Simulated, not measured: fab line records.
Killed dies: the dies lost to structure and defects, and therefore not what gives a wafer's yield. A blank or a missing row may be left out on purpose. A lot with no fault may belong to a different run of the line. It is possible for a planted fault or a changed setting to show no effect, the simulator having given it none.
What tool caused it? :: flow sky130 :: Sampling: 13 lots, 39 wafers, 3 of 708 route steps

## WHAT THE GAUGES READ, wafer by wafer
SKY_NWELL_RS_MEAS_29: uses a four-point probe to measure.
lot: L308
measured: day 6 01:16
on: filmMetro-04
NWELL_RS (ohm/sq): 624.8 623.8 626.3

lot: L307
measured: day 6 01:45
on: filmMetro-03
NWELL_RS (ohm/sq): 625.2 625.9 624.3

lot: L311
measured: day 6 13:23
on: filmMetro-03
NWELL_RS (ohm/sq): 624.3 625.6 625.7

lot: L312
measured: day 6 18:40
on: filmMetro-01
NWELL_RS (ohm/sq): 625.2 625.6 624.3

lot: L315
measured: day 7 09:58
on: filmMetro-03
NWELL_RS (ohm/sq): 624.2 626.4 624.0

lot: L317
measured: day 7 18:23
on: filmMetro-04
NWELL_RS (ohm/sq): 623.6 622.1 623.5

lot: L316
measured: day 7 19:23
on: filmMetro-01
NWELL_RS (ohm/sq): 629.0 627.9 629.8

lot: L320
measured: day 8 14:38
on: filmMetro-01
NWELL_RS (ohm/sq): 626.4 625.6 625.7

lot: L323
measured: day 9 16:01
on: filmMetro-01
NWELL_RS (ohm/sq): 624.4 626.0 624.3

lot: L324
measured: day 9 20:46
on: filmMetro-03
NWELL_RS (ohm/sq): 626.0 624.8 624.6

lot: L325
measured: day 9 21:28
on: filmMetro-04
NWELL_RS (ohm/sq): 626.2 626.3 626.2

lot: L329
measured: day 11 03:33
on: filmMetro-04
NWELL_RS (ohm/sq): 625.5 624.6 625.1

lot: L330
measured: day 11 10:55
on: filmMetro-03
NWELL_RS (ohm/sq): 622.5 623.0 622.5

SKY_VT_ADJUST_HVTP_CD_MEAS_07: target cd 380 nm.
lot: L308
measured: day 6 19:34
on: cdSem-01
cdNm (nm): 379.4 387.1 386.4

lot: L307
measured: day 6 20:34
on: cdSem-01
cdNm (nm): 379.7 376.2 376.8

lot: L311
measured: day 7 08:59
on: cdSem-01
cdNm (nm): 380.3 378.9 377.5

lot: L312
measured: day 7 14:40
on: cdSem-01
cdNm (nm): 377.0 378.0 378.1

lot: L315
measured: day 8 07:46
on: cdSem-01
cdNm (nm): 384.2 383.2 381.9

lot: L317
measured: day 8 15:53
on: cdSem-01
cdNm (nm): 377.7 376.7 377.8

lot: L316
measured: day 8 16:46
on: cdSem-01
cdNm (nm): 377.9 377.3 380.0

lot: L320
measured: day 9 11:28
on: cdSem-02
cdNm (nm): 383.4 384.3 383.1

lot: L323
measured: day 10 13:34
on: cdSem-02
cdNm (nm): 379.0 380.6 380.0

lot: L324
measured: day 10 18:22
on: cdSem-02
cdNm (nm): 378.8 378.1 379.6

lot: L325
measured: day 10 19:33
on: cdSem-01
cdNm (nm): 377.0 377.4 378.4

lot: L329
measured: day 12 03:09
on: cdSem-01
cdNm (nm): 381.7 380.4 383.9

lot: L330
measured: day 12 10:56
on: cdSem-02
cdNm (nm): 378.5 377.7 379.7

SKY_VT_ADJUST_HVTR_CD_MEAS_07: target cd 380 nm.
lot: L308
measured: day 10 07:36
on: cdSem-02
cdNm (nm): 381.5 384.3 384.4

lot: L307
measured: day 10 08:56
on: cdSem-02
cdNm (nm): 379.2 379.5 382.1

lot: L311
measured: day 10 23:23
on: cdSem-02
cdNm (nm): 384.7 384.4 384.3

lot: L312
measured: day 11 05:54
on: cdSem-02
cdNm (nm): 380.3 383.4 380.7

lot: L315
measured: day 12 00:40
on: cdSem-02
cdNm (nm): 377.5 375.4 375.9

lot: L317
measured: day 12 11:41
on: cdSem-01
cdNm (nm): 380.0 383.3 381.4

lot: L316
measured: day 12 12:20
on: cdSem-02
cdNm (nm): 381.1 381.7 379.8

lot: L320
measured: day 13 11:59
on: cdSem-02
cdNm (nm): 379.9 377.5 379.5

lot: L323
measured: day 14 13:30
on: cdSem-01
cdNm (nm): 381.6 380.9 382.8

lot: L324
measured: day 14 17:51
on: cdSem-02
cdNm (nm): 376.6 375.5 376.5

lot: L325
measured: day 14 19:09
on: cdSem-02
cdNm (nm): 381.0 383.5 382.0

lot: L329
measured: day 16 07:49
on: cdSem-01
cdNm (nm): 380.2 381.7 380.5

lot: L330
measured: day 16 17:38
on: cdSem-02
cdNm (nm): 382.5 381.4 379.3

## WHICH TOOL RAN EACH LOT (tool, then ch and the chambers of the sampled wafers, then the start)
The record shows no process step preceding these readings.

## WHAT THE TOOLS THEMSELVES READ (means of the sampled wafers that have a number; where no wafer has one, the mark that the record gives instead)
The record holds no such reading with a usual standard deviation.

## THE ANSWER, worked out from the rows above alone
Rule: usual is defined by the lots themselves. The widest of any qualifying gaps counts: lots, ordered by their means at a reading, are off when they make up no more than a third of the lots, leave a main group of 4 or more, and stand apart from it by 3 or more times the standard deviation of that group's means. If all means in a main group match to the digits the tables above print for the reading, that group is not used. Also off: a lot with no number at a reading for which 4 or more lots have one. Where the step has rows for the other lots, those lots are counted as sound. First the gauges in route order, then the tools' own readings, where a lot's mean is used as printed above. At the first step where some lot is off, the reading lying furthest off is the one used; lots without a number count as furthest.
No lot is off on any of the readings shown, so nothing can be concluded from this.

## WHAT THE SIMULATOR HAD INSERTED
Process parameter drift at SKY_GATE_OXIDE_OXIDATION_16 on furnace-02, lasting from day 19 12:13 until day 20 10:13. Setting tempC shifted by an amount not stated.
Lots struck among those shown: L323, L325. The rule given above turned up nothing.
